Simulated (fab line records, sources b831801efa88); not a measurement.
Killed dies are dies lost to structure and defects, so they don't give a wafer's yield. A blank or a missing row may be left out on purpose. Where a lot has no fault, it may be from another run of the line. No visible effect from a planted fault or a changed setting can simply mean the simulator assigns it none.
fab line records -- flow sky130
record lots=6, wafers=18, lastDay=50
route steps=708 shown FIELD_ISO@6 PAD_OPEN@708
lots untouched by any fault: they come from a run of this same line in which no faults occurred
startH: the number of hours between the record's first day and the start of the first shown wafer of the lot -- waitH: how many hours have passed since the lot's step before this one -- " same as the row above -- L1.1+2: a single row standing in for several wafers -- - no value, or no start was given -- * or withheld: withheld -- < > ~ a bound
route shown NAME@n: NAME is a module with steps in the file, n the number in the route of the first one -- usual: mean/standard deviation of fault-free wafers -- same: alike in all rows -- chamber/n: place in a boat -- sites: per-site readings -- _std_site: their standard deviation -- _edge_site: outer sites' mean less inner sites' -- radiusMm: for every site, how far away it sits from the centre of the wafer -- mask NAME#n: copy n -- behind: the most recent tool/chamber to have shaped the wafer -- hold: why the lot was held/for how many hours/how that ended -- device: the transistor (n, p or np) that didn't switch -- end of line: the route-end tests of the same wafers -- for a step that has no rows: nothing shown but its recipe -- killed: the dies lost at the first sort to structure and to defects; this is not the yield of the wafer -- map: the dies of a wafer, with x for killed, . for not killed, _ for no die there
set.NAME: setting as actually run; set.NAME@STEP: the setting as run at that earlier step -- model.NAME: the simulator's own value behind a step, which no gauge read
lots at some steps of the route; a table a step, a row a wafer
services: from which hour (startH, from the record's first day; less than 0 if before it) a tool's chamber was out of use, for how many hours, and why
## steps
# step SKY_FIELD_ISO_DEHYDRATE_05
# recipe tempC=200, timeS=60
# step SKY_FIELD_ISO_HMDS_06
# recipe primeTimeS=60, primeTempC=120
# step SKY_FIELD_ISO_COAT_07
# recipe resist=BARC, tempC=withheld, timeS=withheld, spinRpm=3000, resistThkNm=60
# step SKY_FIELD_ISO_COAT_08
# recipe resist=KrF-thick, spinRpm=3000, resistThkNm=450
# step SKY_FIELD_ISO_SOFTBAKE_09
# recipe tempC=100, timeS=90, resist=KrF-thick
# step SKY_FIELD_ISO_EXPOSE_10
# recipe maskId=FOM, na=0.68, sourceShape=annular, sigmaInner=0.4, sigmaOuter=0.8, targetCdNm=150, doseMj=28
# step SKY_FIELD_ISO_PEB_11
# recipe pebTempC=withheld, pebTimeS=withheld, resist=KrF-thick
# step SKY_FIELD_ISO_DEVELOP_12
# recipe developTimeS=60, resist=KrF-thick, devTempC=21
# step SKY_FIELD_ISO_CD_MEAS_13
# recipe targetCdNm=150
# usual cdNm=150.0/1.7
lot.wafer,tool,chamber,startH,waitH,cdNm
L102.2,cdSem-02,-,41.65,-,151.3
L102.5,cdSem-02,-,41.65,-,151.7
L102.6,cdSem-02,-,41.65,-,150.7
L104.1,cdSem-02,-,50.70,-,149.0
L104.2,cdSem-02,-,50.70,-,149.9
L104.6,cdSem-02,-,50.70,-,148.9
L110.2,cdSem-02,-,81.87,-,148.1
L110.3,cdSem-02,-,81.87,-,148.3
L110.6,cdSem-02,-,81.87,-,147.8
L111.1,cdSem-01,-,85.83,-,149.1
L111.5,cdSem-01,-,85.83,-,148.7
L111.6,cdSem-01,-,85.83,-,149.0
L119.2,cdSem-01,-,128.50,-,150.3
L119.3,cdSem-01,-,128.50,-,149.3
L119.4,cdSem-01,-,128.50,-,150.0
L121.2,cdSem-01,-,137.12,-,152.9
L121.3,cdSem-01,-,137.12,-,153.1
L121.6,cdSem-01,-,137.12,-,151.7
# step SKY_FIELD_ISO_ETCH_14
# recipe chemistry=N2/H2, target=BARC, ionEnergyEv=200, sourceW=500, biasW=100, pressureMtorr=30, n2FlowSccm=100, h2FlowSccm=200, stopOn=SiO2, timeS=45.9, targetDepthA=600
# usual biasW=100.02/0.28, drypumpMotorCurrentA=5.94/0.28, n2FlowSccm=100.0/0.33, oesProductAu=0.855/0.0048, throttleValvePct=13.226/0.0082
lot.wafer,tool,chamber,startH,waitH,biasW,drypumpMotorCurrentA,n2FlowSccm,oesProductAu,rfHoursCounterH,throttleValvePct
L102.2,rieDiel-04,3,41.75,0.1,100.70,5.91,100.0,0.853,117,13.223
L102.5,rieDiel-04,3,41.75,0.1,99.52,5.93,100.4,0.851,-,13.226
L102.6,rieDiel-04,0,41.75,0.1,99.84,5.67,99.5,0.852,-,13.240
L104.1,rieDiel-02,2,50.82,0.1,99.71,5.98,99.8,0.859,50,13.232
L104.2,rieDiel-02,1,50.82,0.1,99.37,6.26,100.1,0.853,67,13.228
L104.6,rieDiel-02,0,50.82,0.1,100.46,5.75,100.2,0.850,-,13.217
L110.2,rieDiel-04,0,81.97,0.1,99.65,5.69,100.2,0.852,27,13.216
L110.3,rieDiel-04,1,81.97,0.1,100.06,6.23,99.8,0.864,94,13.214
L110.6,rieDiel-04,1,81.97,0.1,99.31,6.20,100.0,0.851,-,13.230
L111.1,rieDiel-04,1,85.95,0.1,99.86,6.19,99.9,0.849,94,13.229
L111.5,rieDiel-04,2,85.95,0.1,100.34,5.73,99.9,0.859,-,13.226
L111.6,rieDiel-04,3,85.95,0.1,99.84,5.92,100.6,0.855,-,13.235
L119.2,rieDiel-02,1,128.60,0.1,100.04,6.23,99.8,0.857,69,13.212
L119.3,rieDiel-02,2,128.60,0.1,100.04,5.96,99.7,0.858,52,13.212
L119.4,rieDiel-02,0,128.60,0.1,99.92,5.73,100.0,0.855,18,13.216
L121.2,rieDiel-01,2,137.22,0.1,100.48,6.03,100.3,0.859,45,13.220
L121.3,rieDiel-01,1,137.22,0.1,100.01,5.44,99.6,0.850,70,13.231
L121.6,rieDiel-01,0,137.22,0.1,99.95,5.65,99.7,0.856,-,13.222
# step SKY_FIELD_ISO_ETCH_15
# recipe chemistry=CHF3/O2, targetDepthNm=180, stopOn=Si, sourceW=600, biasW=200, pressureMtorr=40, chf3FlowSccm=50, O2_flow_sccm=5, timeS=72
# usual biasW=200.0/0.58, drypumpMotorCurrentA=5.93/0.28, oesProductAu=0.944/0.0072, throttleValvePct=8.844/0.0098
lot.wafer,tool,chamber,startH,waitH,biasW,drypumpMotorCurrentA,oesProductAu,rfHoursCounterH,throttleValvePct
L102.2,rieDiel-04,3,41.79,0.0,199.8,5.89,0.940,117,8.839
L102.5,rieDiel-04,3,41.79,0.0,200.8,5.91,0.954,-,8.827
L102.6,rieDiel-04,0,41.79,0.0,200.8,5.65,0.953,-,8.851
L104.1,rieDiel-02,2,50.86,0.0,200.0,5.96,0.954,50,8.837
L104.2,rieDiel-02,1,50.86,0.0,199.8,6.26,0.940,67,8.840
L104.6,rieDiel-02,0,50.86,0.0,199.7,5.72,0.944,-,8.864
L110.2,rieDiel-04,0,82.01,0.0,199.8,5.69,0.947,27,8.865
L110.3,rieDiel-04,1,82.01,0.0,199.8,6.19,0.946,94,8.850
L110.6,rieDiel-04,1,82.01,0.0,199.7,6.17,0.952,-,8.847
L111.1,rieDiel-04,1,85.99,0.0,199.8,6.17,0.951,95,8.849
L111.5,rieDiel-04,2,85.99,0.0,198.6,5.72,0.940,-,8.852
L111.6,rieDiel-04,3,85.99,0.0,200.4,5.91,0.942,-,8.855
L119.2,rieDiel-02,1,128.64,0.0,199.4,6.25,0.935,69,8.836
L119.3,rieDiel-02,2,128.64,0.0,200.3,5.95,0.931,52,8.848
L119.4,rieDiel-02,0,128.64,0.0,200.9,5.75,0.934,18,8.827
L121.2,rieDiel-01,2,137.26,0.0,200.2,6.02,0.955,45,8.840
L121.3,rieDiel-01,1,137.26,0.0,199.6,5.46,0.958,70,8.836
L121.6,rieDiel-01,0,137.26,0.0,200.5,5.67,0.944,-,8.847
# step SKY_FIELD_ISO_STRIP_16
# recipe chemistry=O2/N2, powerW=1400, pressureMtorr=1500, platenTempC=withheld, o2FlowSccm=3000, n2FlowSccm=300, overashFraction=0.5
# usual drypumpMotorCurrentA=5.7/0.34, n2FlowSccm=299.9/0.9, oesProductAu=0.379/0.0049, stripTimeToEndpointS=3.558/0.026
lot.wafer,tool,chamber,startH,waitH,drypumpMotorCurrentA,n2FlowSccm,oesProductAu,rfHoursCounterH,stripTimeToEndpointS
L102.2,plasmaAsher-04,1,41.85,0.0,6.2,300.9,0.375,34,3.543
L102.5,plasmaAsher-04,0,41.85,0.0,5.9,298.9,0.374,-,3.569
L102.6,plasmaAsher-04,1,41.85,0.0,6.2,300.2,0.373,-,3.558
L104.1,plasmaAsher-04,0,50.92,0.0,5.9,299.9,0.374,35,3.538
L104.2,plasmaAsher-04,1,50.92,0.0,6.2,298.8,0.382,35,3.521
L104.6,plasmaAsher-04,1,50.92,0.0,6.2,300.0,0.369,-,3.515
L110.2,plasmaAsher-01,0,82.07,0.0,5.3,300.2,0.381,42,3.544
L110.3,plasmaAsher-01,1,82.07,0.0,5.6,299.9,0.382,-,3.572
L110.6,plasmaAsher-01,0,82.07,0.0,5.3,299.2,0.378,-,3.606
L111.1,plasmaAsher-02,1,86.05,0.0,5.7,301.2,0.383,42,3.565
L111.5,plasmaAsher-02,0,86.05,0.0,5.3,300.3,0.378,-,3.571
L111.6,plasmaAsher-02,1,86.05,0.0,5.7,300.8,0.379,-,3.570
L119.2,plasmaAsher-04,1,128.70,0.0,6.2,299.2,0.376,44,3.521
L119.3,plasmaAsher-04,1,128.70,0.0,6.2,298.6,0.390,-,3.556
L119.4,plasmaAsher-04,0,128.70,0.0,5.9,299.3,0.373,-,3.548
L121.2,plasmaAsher-02,1,137.32,0.0,5.7,299.4,0.377,1,3.528
L121.3,plasmaAsher-02,0,137.32,0.0,5.3,297.7,0.375,-,3.543
L121.6,plasmaAsher-02,0,137.32,0.0,5.3,299.3,0.380,-,3.550
# step SKY_FIELD_ISO_ETCH_17
# recipe targetDepthA=3420, maskMaterial=Si3N4, chemistry=HBr/Cl2/O2, target=Si, taperDeg=5, icpW=600, biasW=150, pressureMtorr=15, HBr_flow_sccm=150, Cl2_flow_sccm=40, O2_flow_sccm=6, timeS=97.7
# usual biasW=150.0/0.44, drypumpMotorCurrentA=5.5/0.54, oesProductAu=1.006/0.0071, throttleValvePct=25.653/0.0091
lot.wafer,tool,chamber,startH,waitH,biasW,drypumpMotorCurrentA,oesProductAu,rfHoursCounterH,throttleValvePct
L102.2,rieSi-02,1,41.95,0.1,149.3,6.2,0.999,123,25.661
L102.5,rieSi-02,3,41.95,0.1,149.7,6.2,1.004,-,25.655
L102.6,rieSi-02,0,41.95,0.1,150.0,6.3,1.002,-,25.665
L104.1,rieSi-01,3,51.02,0.1,149.1,5.3,1.014,118,25.638
L104.2,rieSi-01,1,51.02,0.1,150.2,5.0,1.001,3,25.650
L104.6,rieSi-01,0,51.02,0.1,149.4,5.0,1.006,-,25.649
L110.2,rieSi-01,2,82.17,0.1,160.0,5.1,1.013,36,25.640
L110.3,rieSi-01,1,82.17,0.1,159.3,5.0,1.014,3,25.649
L110.6,rieSi-01,0,82.17,0.1,158.6,5.0,1.007,-,25.649
L111.1,rieSi-01,2,86.15,0.1,159.5,5.1,1.020,36,25.636
L111.5,rieSi-01,1,86.15,0.1,158.7,5.0,1.014,-,25.649
L111.6,rieSi-01,2,86.15,0.1,159.8,5.2,0.999,-,25.639
L119.2,rieSi-02,0,128.80,0.1,151.0,6.3,1.005,73,25.642
L119.3,rieSi-02,3,128.80,0.1,150.0,6.2,1.010,43,25.660
L119.4,rieSi-02,2,128.80,0.1,150.1,6.0,1.008,134,25.651
L121.2,rieSi-02,3,137.42,0.1,150.1,6.2,1.016,43,25.650
L121.3,rieSi-02,0,137.42,0.1,150.1,6.3,1.002,73,25.656
L121.6,rieSi-02,1,137.42,0.1,149.9,6.2,1.007,-,25.658
# step SKY_FIELD_ISO_WET_ETCH_18
# recipe chemistry=H3PO4, targetDepthNm=25, tempC=160, target=Si3N4, timeS=286
# step SKY_PAD_OPEN_PROBE_99
# usual killed_at_M0_to_M3=43/7, killed_at_M4_up=3.1/2, killedAtContacts=24/5.3, killedAtFrontEnd=15/4.2, killedAtOther=0.4/0.66, killedDies=86/9.5, killedOnRim=17/3.9, killedOpen=47/7.4, killedShort=38/6.2
# same grossDies=492, killedAtBackSide=0
lot.wafer,tool,chamber,startH,waitH,killed_at_M0_to_M3,killed_at_M4_up,killedAtContacts,killedAtFrontEnd,killedAtOther,killedDies,killedOnRim,killedOpen,killedShort
L102.2,prober-01,-,1090.83,0.1,46,2,21,18,0,87,20,50,37
L102.5,prober-01,-,1090.98,0.2,43,3,23,18,0,87,23,47,40
L102.6,prober-01,-,1091.03,0.2,41,3,24,16,0,84,11,43,41
L104.1,prober-02,-,1101.70,0.1,39,4,23,15,0,81,12,36,44
L104.2,prober-02,-,1101.75,0.1,38,2,24,21,0,85,14,52,33
L104.6,prober-02,-,1101.95,0.2,33,2,20,20,1,76,15,42,34
L110.2,prober-01,-,1135.40,0.1,58,2,21,10,1,92,17,49,43
L110.3,prober-01,-,1135.45,0.2,38,2,20,13,0,73,11,36,37
L110.6,prober-01,-,1135.60,0.2,45,1,31,18,1,96,19,49,47
L111.1,prober-02,-,1139.55,0.1,40,1,25,16,0,82,15,49,33
L111.5,prober-02,-,1139.75,0.2,47,4,29,19,0,99,21,52,47
L111.6,prober-02,-,1139.80,0.2,43,3,31,15,1,93,16,51,42
L119.2,prober-01,-,1181.77,0.1,42,3,23,17,1,86,14,42,43
L119.3,prober-01,-,1181.82,0.2,45,6,31,22,0,104,23,60,44
L119.4,prober-01,-,1181.87,0.2,45,3,26,15,1,90,21,56,34
L121.2,prober-01,-,1190.73,0.1,43,3,19,19,0,84,18,50,34
L121.3,prober-01,-,1190.78,0.2,44,0,29,16,0,89,13,53,36
L121.6,prober-01,-,1190.93,0.2,58,3,14,11,0,86,13,39,47
# killed by level:class
L102.2 VIA1:geometricParticle:open=14 LI_CONTACT:geometricParticle:open=7 CONTACT:geometricParticle:open=6 VIA2:geometricParticle:open=5 VIA1:geometricParticle:short=5 VIA3:geometricParticle:open=5 SPACER:geometricParticle:short=4 METAL2:geometricParticle:short=4
L102.5 VIA1:geometricParticle:open=9 CONTACT:geometricParticle:open=9 VIA2:geometricParticle:open=8 CONTACT:geometricParticle:short=6 LI_CONTACT:geometricParticle:open=6 METAL1:geometricParticle:short=6 FIELD_ISO:geometricParticle:open=5 FIELD_ISO:geometricParticle:short=5
L102.6 CONTACT:geometricParticle:open=9 VIA2:geometricParticle:open=7 VIA3:geometricParticle:open=7 VIA3:geometricParticle:short=6 FIELD_ISO:geometricParticle:short=5 LI_CONTACT:geometricParticle:open=5 CONTACT:geometricParticle:short=5 POLY_GATE:geometricParticle:open=4
L104.1 CONTACT:geometricParticle:open=7 VIA1:geometricParticle:open=7 VIA3:geometricParticle:open=6 LI_CONTACT:geometricParticle:open=5 POLY_GATE:geometricParticle:short=5 LOCAL_INTERCONNECT:geometricParticle:short=5 VIA2:geometricParticle:open=5 VIA3:geometricParticle:short=5
L104.2 VIA1:geometricParticle:open=14 CONTACT:geometricParticle:open=9 LI_CONTACT:geometricParticle:open=7 METAL2:geometricParticle:short=7 VIA1:geometricParticle:short=6 POLY_GATE:geometricParticle:open=5 VIA3:geometricParticle:open=5 FIELD_ISO:geometricParticle:short=4
L104.6 VIA1:geometricParticle:open=14 POLY_GATE:geometricParticle:open=7 CONTACT:geometricParticle:open=7 CONTACT:geometricParticle:short=6 FIELD_ISO:geometricParticle:short=5 METAL2:geometricParticle:short=4 POLY_GATE:geometricParticle:short=4 LI_CONTACT:geometricParticle:open=4
L110.2 VIA1:geometricParticle:open=18 METAL1:geometricParticle:short=10 METAL2:geometricParticle:short=9 LI_CONTACT:geometricParticle:open=7 VIA2:geometricParticle:open=6 CONTACT:geometricParticle:open=5 CONTACT:geometricParticle:short=5 METAL3:geometricParticle:short=4
L110.3 LI_CONTACT:geometricParticle:open=10 METAL1:geometricParticle:short=9 VIA1:geometricParticle:open=6 CONTACT:geometricParticle:open=5 VIA1:geometricParticle:short=5 METAL2:geometricParticle:short=5 VIA2:geometricParticle:open=5 POLY_GATE:geometricParticle:short=4
L110.6 LI_CONTACT:geometricParticle:open=13 VIA1:geometricParticle:open=9 VIA1:geometricParticle:short=8 METAL2:geometricParticle:short=7 FIELD_ISO:geometricParticle:open=6 CONTACT:geometricParticle:open=6 LI_CONTACT:geometricParticle:short=5 METAL1:geometricParticle:short=5
L111.1 CONTACT:geometricParticle:open=10 VIA3:geometricParticle:open=8 VIA2:geometricParticle:open=8 FIELD_ISO:geometricParticle:open=6 CONTACT:geometricParticle:short=6 VIA1:geometricParticle:open=6 VIA3:geometricParticle:short=5 FIELD_ISO:geometricParticle:short=4
L111.5 METAL2:geometricParticle:short=13 LI_CONTACT:geometricParticle:open=9 CONTACT:geometricParticle:open=9 VIA1:geometricParticle:open=9 CONTACT:geometricParticle:short=8 VIA2:geometricParticle:open=8 POLY_GATE:geometricParticle:short=5 FIELD_ISO:geometricParticle:open=4
L111.6 METAL1:geometricParticle:short=11 CONTACT:geometricParticle:open=9 VIA1:geometricParticle:open=9 LI_CONTACT:geometricParticle:open=8 LOCAL_INTERCONNECT:geometricParticle:short=7 VIA3:geometricParticle:open=6 FIELD_ISO:geometricParticle:open=5 POLY_GATE:geometricParticle:open=4
L119.2 VIA1:geometricParticle:open=12 CONTACT:geometricParticle:open=10 METAL2:geometricParticle:short=10 LI_CONTACT:geometricParticle:open=6 POLY_GATE:geometricParticle:short=5 FIELD_ISO:geometricParticle:short=4 LI_CONTACT:geometricParticle:short=4 VIA1:geometricParticle:short=4
L119.3 VIA1:geometricParticle:open=12 LI_CONTACT:geometricParticle:open=12 CONTACT:geometricParticle:open=9 METAL1:geometricParticle:short=7 VIA3:geometricParticle:open=7 FIELD_ISO:geometricParticle:short=6 FIELD_ISO:geometricParticle:open=5 CONTACT:geometricParticle:short=5
L119.4 VIA1:geometricParticle:open=12 CONTACT:geometricParticle:open=10 METAL2:geometricParticle:short=7 LI_CONTACT:geometricParticle:open=6 VIA3:geometricParticle:open=6 FIELD_ISO:geometricParticle:open=5 LOCAL_INTERCONNECT:geometricParticle:short=5 VIA2:geometricParticle:open=5
L121.2 VIA1:geometricParticle:open=14 LI_CONTACT:geometricParticle:open=8 CONTACT:geometricParticle:open=8 FIELD_ISO:geometricParticle:open=6 POLY_GATE:geometricParticle:short=6 METAL1:geometricParticle:short=6 VIA3:geometricParticle:short=5 VIA1:geometricParticle:short=4
L121.3 VIA1:geometricParticle:open=14 CONTACT:geometricParticle:open=12 LI_CONTACT:geometricParticle:open=6 VIA2:geometricParticle:open=6 CONTACT:geometricParticle:short=6 METAL1:geometricParticle:short=6 VIA1:geometricParticle:short=4 VIA3:geometricParticle:open=4
L121.6 VIA2:geometricParticle:open=11 VIA1:geometricParticle:open=10 METAL1:geometricParticle:short=10 CONTACT:geometricParticle:open=9 METAL2:geometricParticle:short=8 VIA2:geometricParticle:short=6 FIELD_ISO:geometricParticle:short=4 VIA1:geometricParticle:short=4
## services
tool,chamber,startH,hours,kind
rieDiel-02,3,38.84,4.0,repair
plasmaAsher-04,-,86.92,0.9,repair
plasmaAsher-01,-,87.88,3.7,repair
rieSi-01,2,89.08,3.3,repair
rieDiel-04,-,89.81,0.8,repair
rieDiel-04,3,95.60,4.8,repair
rieDiel-01,3,107.15,15.4,repair
plasmaAsher-02,-,108.75,9.0,pm
plasmaAsher-02,0,108.75,9.0,ventCycle
plasmaAsher-02,1,108.75,9.0,ventCycle
rieSi-01,2,113.93,12.9,repair
plasmaAsher-02,0,117.75,-,clean
plasmaAsher-02,1,117.75,-,clean
plasmaAsher-02,-,118.07,5.0,repair
rieSi-02,-,120.80,0.2,repair
rieDiel-01,1,122.97,2.8,repair
## key
firstSign step=SKY_FIELD_ISO_ETCH_17, reading=biasW, direction=up, sigmas=21, usual=150.0, struck=159.3
effect none on later readings
metAt SKY_FIELD_ISO_ETCH_17
struckWafers L110.2,L110.3,L110.6,L111.1,L111.5,L111.6
testerLeftOut L110,L111
onsetBetween 51.02 82.17
fault kind=processParameterDrift, tool=rieSi-01, chamber=-, onsetH=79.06, steps=SKY_FIELD_ISO_ETCH_17, channel=biasW, offset=9.068, shape=step, endH=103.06, actsIn=theseRecipesOnly, stated=150
# testerLeftOut: of these lots the tester's yield and bins aren't shown, on N5 and GAA mostly nor the transistor test; their killed dies are dies lost to structure and defects alone, not to doping, threshold or leakage, so they don't give the yield
